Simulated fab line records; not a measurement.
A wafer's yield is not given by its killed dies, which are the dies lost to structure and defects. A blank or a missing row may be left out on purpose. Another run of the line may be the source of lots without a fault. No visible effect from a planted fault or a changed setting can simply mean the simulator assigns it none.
Code-filled problem report in 8D (eight disciplines) form -- flow sky130 -- the parts of the form that need people (team, actions taken, sign-off) are left out

1. PROBLEM STATEMENT
Wafers free of any fault read 212.3 (standard deviation 1.1) for VT_ADJUST_HVTR_TW at SKY_VT_ADJUST_HVTR_TW_MEAS_11, against a mean of 201.8 on 6 wafers of 2 lots. That is -9.6 standard deviations from the usual mean.
The first sign was on wafer L694.2 at day 14 17:25, on film_metro-01. At this step, 36 wafers from 12 lots have a number in the record. The rule behind "out" and "out of limits": a value lying over 4 standard deviations away from the usual mean. The other wafers with a number count as sound.

2. WHAT IT IS, AND WHAT IT ISN'T
question,is,is not
which readings at this step,VT_ADJUST_HVTR_TW,-
which lots,"L694, L697","L677, L678, L680, L682, L684, L685, L687, L695, L696, L700"
which wafers of those lots,all that have a number,-
read on which gauges,film_metro-01,"film_metro-02, film_metro-04"
when,from day 14 17:25,"up to then (21 sound wafers); but 9 sound wafers of L695, L696, L700 came after"

3. THE SUSPECTS, EACH WITH WHAT RULES IT OUT
Counting: a tool stays on the suspect list if, at a process step up to the reading, it processed all lots that are out and no sound lot following the first of them.
- the gauge at SKY_VT_ADJUST_HVTR_TW_MEAS_11: ruled out. All the wafers that are out were read on film_metro-01, but those of them that SKY_VT_ADJUST_HVTR_IMPLANT_09 has rows for are out there too, on other tools.
- implanter-04 at SKY_VT_ADJUST_HVTR_IMPLANT_09: kept. It processed each lot that is out, first L694 at day 14 17:11, and no sound lot thereafter; up to then, the last sound lot it processed was L687 at day 12 13:53. Its own beam_on_s, faraday_current_uA readings are out on those wafers.
Remaining after the count: implanter-04 at SKY_VT_ADJUST_HVTR_IMPLANT_09.

4. THE CAUSE (what the simulator had put in)
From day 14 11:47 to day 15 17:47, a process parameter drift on implanter-04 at SKY_VT_ADJUST_HVTR_IMPLANT_09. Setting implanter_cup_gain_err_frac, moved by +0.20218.
This tool alone remained once counting was done.

5. THE CHAIN OF EFFECTS, in route order
Each row: a reading where the mean over the struck wafers with a number is more than 3 standard deviations away from the usual. Readings are gone through only where the record gives a usual standard deviation; hours: the median, over the lots, of the time from a lot's start at the first step in this table giving one to that lot's start at this step; sigmas: the change measured in usual standard deviations.
hours,step,reading,usual,on struck wafers,change,sigmas
0,SKY_VT_ADJUST_HVTR_IMPLANT_09,beam_on_s,10.01 s,8.39,-1.62,-7.3
0,SKY_VT_ADJUST_HVTR_IMPLANT_09,faraday_current_uA,11.84,14.11,+2.27,+8.4
0,SKY_VT_ADJUST_HVTR_TW_MEAS_11,VT_ADJUST_HVTR_TW,212.3,201.8,-10.6,-9.6
Its process steps:
- SKY_VT_ADJUST_HVTR_IMPLANT_09
At these later measuring or inspecting steps, every struck wafer for which the step has a row has a number for every such reading, and none has moved that far: SKY_VT_ADJUST_PCH_OVL_MEAS_07.

6. WHAT WOULD HAVE CAUGHT IT SOONER
The first out-of-limits reading at a measuring or inspecting step in this record came at day 14 17:25, 6 hours after the fault's start at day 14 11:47.
The tool's own readings at SKY_VT_ADJUST_HVTR_IMPLANT_09 were out on every struck wafer that the step has a row for (beam_on_s, faraday_current_uA): an alarm limit on them would have fired on the first of those.
Lots out: 2; of these, L697 started SKY_VT_ADJUST_HVTR_IMPLANT_09 on implanter-04 after day 14 17:25. A tool hold placed at that time would have kept it from harm.
